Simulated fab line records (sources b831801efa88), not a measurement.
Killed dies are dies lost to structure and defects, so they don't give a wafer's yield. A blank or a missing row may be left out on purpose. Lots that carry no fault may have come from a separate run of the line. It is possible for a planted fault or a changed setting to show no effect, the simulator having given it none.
What tool caused it? || flow sky130 || 12 lots with 36 wafers sampled at 3 steps, on a route of 708 steps

== WHAT THE GAUGES SHOWED, per wafer ==
SKY_VT_ADJUST_HVTR_TW_MEAS_11. Usual: for VT_ADJUST_HVTR_TW the level is 211.1 and the standard deviation is 1.9.
{"lot": "L232", "measured": "day 9 15:06", "on": "film_metro-02", "VT_ADJUST_HVTR_TW": "208.9 208.3 208.6", "flag": ""}
{"lot": "L235", "measured": "day 10 11:13", "on": "film_metro-03", "VT_ADJUST_HVTR_TW": "212.4 212.5 212.7", "flag": ""}
{"lot": "L237", "measured": "day 11 08:59", "on": "film_metro-04", "VT_ADJUST_HVTR_TW": "211.2 212.3 211.9", "flag": ""}
{"lot": "L239", "measured": "day 11 13:20", "on": "film_metro-02", "VT_ADJUST_HVTR_TW": "206.7 207.1 207.4", "flag": ""}
{"lot": "L240", "measured": "day 11 20:38", "on": "film_metro-04", "VT_ADJUST_HVTR_TW": "212.3 211.1 210.7", "flag": ""}
{"lot": "L241", "measured": "day 12 08:53", "on": "film_metro-03", "VT_ADJUST_HVTR_TW": "213.6 212.3 212.3", "flag": ""}
{"lot": "L243", "measured": "day 13 03:29", "on": "film_metro-03", "VT_ADJUST_HVTR_TW": "212.0 211.0 213.0", "flag": ""}
{"lot": "L244", "measured": "day 13 04:41", "on": "film_metro-04", "VT_ADJUST_HVTR_TW": "212.2 212.7 212.8", "flag": ""}
{"lot": "L247", "measured": "day 13 23:55", "on": "film_metro-04", "VT_ADJUST_HVTR_TW": "212.1 211.7 211.4", "flag": ""}
{"lot": "L252", "measured": "day 15 12:10", "on": "film_metro-02", "VT_ADJUST_HVTR_TW": "208.8 208.2 208.9", "flag": ""}
{"lot": "L254", "measured": "day 16 01:13", "on": "film_metro-03", "VT_ADJUST_HVTR_TW": "212.0 213.9 212.4", "flag": ""}
{"lot": "L255", "measured": "day 16 14:41", "on": "film_metro-03", "VT_ADJUST_HVTR_TW": "213.7 211.7 212.6", "flag": ""}

SKY_SONOS_ONO_THK_MEAS_05. Usual: for SONOS_ONO_CVD_04_THK the level is 5.66 nm and the standard deviation is 0.13.
{"lot": "L232", "measured": "day 12 06:25", "on": "film_metro-03", "SONOS_ONO_CVD_04_THK (nm)": "5.56 5.55 5.54", "flag": ""}
{"lot": "L235", "measured": "day 12 15:26", "on": "film_metro-02", "SONOS_ONO_CVD_04_THK (nm)": "5.83 5.75 5.76", "flag": ""}
{"lot": "L237", "measured": "day 13 15:29", "on": "film_metro-01", "SONOS_ONO_CVD_04_THK (nm)": "5.40 5.46 5.39", "flag": ""}
{"lot": "L239", "measured": "day 13 21:01", "on": "film_metro-01", "SONOS_ONO_CVD_04_THK (nm)": "5.66 5.59 5.46", "flag": ""}
{"lot": "L240", "measured": "day 14 03:02", "on": "film_metro-03", "SONOS_ONO_CVD_04_THK (nm)": "5.67 5.69 5.78", "flag": ""}
{"lot": "L241", "measured": "day 14 15:04", "on": "film_metro-03", "SONOS_ONO_CVD_04_THK (nm)": "5.74 5.79 5.79", "flag": ""}
{"lot": "L243", "measured": "day 15 11:58", "on": "film_metro-02", "SONOS_ONO_CVD_04_THK (nm)": "5.61 5.62 5.62", "flag": ""}
{"lot": "L244", "measured": "day 15 17:31", "on": "film_metro-03", "SONOS_ONO_CVD_04_THK (nm)": "5.77 5.83 5.66", "flag": ""}
{"lot": "L247", "measured": "day 16 12:12", "on": "film_metro-03", "SONOS_ONO_CVD_04_THK (nm)": "5.42 5.49 5.37", "flag": ""}
{"lot": "L252", "measured": "day 18 05:15", "on": "film_metro-02", "SONOS_ONO_CVD_04_THK (nm)": "5.66 5.58 5.62", "flag": ""}
{"lot": "L254", "measured": "day 18 20:17", "on": "film_metro-01", "SONOS_ONO_CVD_04_THK (nm)": "5.72 5.74 5.81", "flag": ""}
{"lot": "L255", "measured": "day 19 07:26", "on": "film_metro-02", "SONOS_ONO_CVD_04_THK (nm)": "5.68 5.71 5.66", "flag": ""}

== WHAT TOOL EACH LOT RAN ON (gives the tool, then ch and the chambers of the sampled wafers, and finally the start) ==
{"lot": "L232", "SKY_VT_ADJUST_PCH_STRIP_09": "plasma_asher-02 ch 0,1, day 10 13:25"}
{"lot": "L235", "SKY_VT_ADJUST_PCH_STRIP_09": "plasma_asher-01 ch 0,1, day 11 10:12"}
{"lot": "L237", "SKY_VT_ADJUST_PCH_STRIP_09": "plasma_asher-04 ch 0,1, day 12 08:24"}
{"lot": "L239", "SKY_VT_ADJUST_PCH_STRIP_09": "plasma_asher-01 ch 0,1, day 12 12:29"}
{"lot": "L240", "SKY_VT_ADJUST_PCH_STRIP_09": "plasma_asher-04 ch 0,1, day 12 20:50"}
{"lot": "L241", "SKY_VT_ADJUST_PCH_STRIP_09": "plasma_asher-02 ch 0,1, day 13 08:06"}
{"lot": "L243", "SKY_VT_ADJUST_PCH_STRIP_09": "plasma_asher-02 ch 0,1, day 14 04:51"}
{"lot": "L244", "SKY_VT_ADJUST_PCH_STRIP_09": "plasma_asher-04 ch 0,1, day 14 06:12"}
{"lot": "L247", "SKY_VT_ADJUST_PCH_STRIP_09": "plasma_asher-04 ch 0,1, day 15 02:09"}
{"lot": "L252", "SKY_VT_ADJUST_PCH_STRIP_09": "plasma_asher-01 ch 0,1, day 16 16:03"}
{"lot": "L254", "SKY_VT_ADJUST_PCH_STRIP_09": "plasma_asher-01 ch 0,1, day 17 05:49"}
{"lot": "L255", "SKY_VT_ADJUST_PCH_STRIP_09": "plasma_asher-01 ch 0,1, day 17 20:18"}
- SKY_VT_ADJUST_PCH_STRIP_09: strips in O2/N2.

== WHAT THE TOOLS THEMSELVES READ (means of the sampled wafers that have a number; where no wafer has one, the mark that the record gives instead) ==
SKY_VT_ADJUST_PCH_STRIP_09. Usual: chamber_pressure_mTorr 1499.9 mTorr, standard deviation 1.5; drypump_motor_current_A 5.5 A, standard deviation 0.58; oes_product_au 0.722 a.u., standard deviation 0.0045; strip_time_to_endpoint_s 36.92 s, standard deviation 0.082.
{"lot": "L232", "tool": "plasma_asher-02", "chamber_pressure_mTorr (mTorr)": 1500.0, "drypump_motor_current_A (A)": 4.9, "oes_product_au (a.u.)": 0.718, "strip_time_to_endpoint_s (s)": 36.97, "flag": ""}
{"lot": "L235", "tool": "plasma_asher-01", "chamber_pressure_mTorr (mTorr)": 1500.2, "drypump_motor_current_A (A)": 6.1, "oes_product_au (a.u.)": 0.725, "strip_time_to_endpoint_s (s)": 36.93, "flag": ""}
{"lot": "L237", "tool": "plasma_asher-04", "chamber_pressure_mTorr (mTorr)": 1499.7, "drypump_motor_current_A (A)": 5.1, "oes_product_au (a.u.)": 0.726, "strip_time_to_endpoint_s (s)": 36.90, "flag": ""}
{"lot": "L239", "tool": "plasma_asher-01", "chamber_pressure_mTorr (mTorr)": 1499.9, "drypump_motor_current_A (A)": 6.1, "oes_product_au (a.u.)": 0.722, "strip_time_to_endpoint_s (s)": 37.10, "flag": ""}
{"lot": "L240", "tool": "plasma_asher-04", "chamber_pressure_mTorr (mTorr)": 1497.9, "drypump_motor_current_A (A)": 5.1, "oes_product_au (a.u.)": 0.721, "strip_time_to_endpoint_s (s)": 36.96, "flag": ""}
{"lot": "L241", "tool": "plasma_asher-02", "chamber_pressure_mTorr (mTorr)": 1499.3, "drypump_motor_current_A (A)": 4.9, "oes_product_au (a.u.)": 0.720, "strip_time_to_endpoint_s (s)": 36.97, "flag": ""}
{"lot": "L243", "tool": "plasma_asher-02", "chamber_pressure_mTorr (mTorr)": 1499.3, "drypump_motor_current_A (A)": 4.8, "oes_product_au (a.u.)": 0.722, "strip_time_to_endpoint_s (s)": 36.91, "flag": ""}
{"lot": "L244", "tool": "plasma_asher-04", "chamber_pressure_mTorr (mTorr)": 1499.9, "drypump_motor_current_A (A)": 5.1, "oes_product_au (a.u.)": 0.722, "strip_time_to_endpoint_s (s)": 36.98, "flag": ""}
{"lot": "L247", "tool": "plasma_asher-04", "chamber_pressure_mTorr (mTorr)": 1498.9, "drypump_motor_current_A (A)": 5.2, "oes_product_au (a.u.)": 0.718, "strip_time_to_endpoint_s (s)": 37.02, "flag": ""}
{"lot": "L252", "tool": "plasma_asher-01", "chamber_pressure_mTorr (mTorr)": 1498.9, "drypump_motor_current_A (A)": 6.1, "oes_product_au (a.u.)": 0.721, "strip_time_to_endpoint_s (s)": 36.99, "flag": ""}
{"lot": "L254", "tool": "plasma_asher-01", "chamber_pressure_mTorr (mTorr)": 1499.4, "drypump_motor_current_A (A)": 6.2, "oes_product_au (a.u.)": 0.718, "strip_time_to_endpoint_s (s)": 36.90, "flag": ""}
{"lot": "L255", "tool": "plasma_asher-01", "chamber_pressure_mTorr (mTorr)": 1501.1, "drypump_motor_current_A (A)": 6.1, "oes_product_au (a.u.)": 0.722, "strip_time_to_endpoint_s (s)": 36.92, "flag": ""}

== THE ANSWER, worked out from the rows above alone ==
Rule: take the mean of a lot's wafers that have a number; if it is more than 3 standard deviations from the usual mean, the lot is off. A lot without any number at a reading at which 4 lots or more have one is off too. Any other lot the step has rows for is counted as sound. Order of review: gauges by route order, followed by the tools' own readings, for which a lot's mean as printed above is used. The first step at which some lot is off is used, and at that step the reading that is off furthest; a lot without a number counts as furthest.
No lot is off on any of the readings shown, so nothing can be concluded from this.

== WHAT THE SIMULATOR HAD INSERTED ==
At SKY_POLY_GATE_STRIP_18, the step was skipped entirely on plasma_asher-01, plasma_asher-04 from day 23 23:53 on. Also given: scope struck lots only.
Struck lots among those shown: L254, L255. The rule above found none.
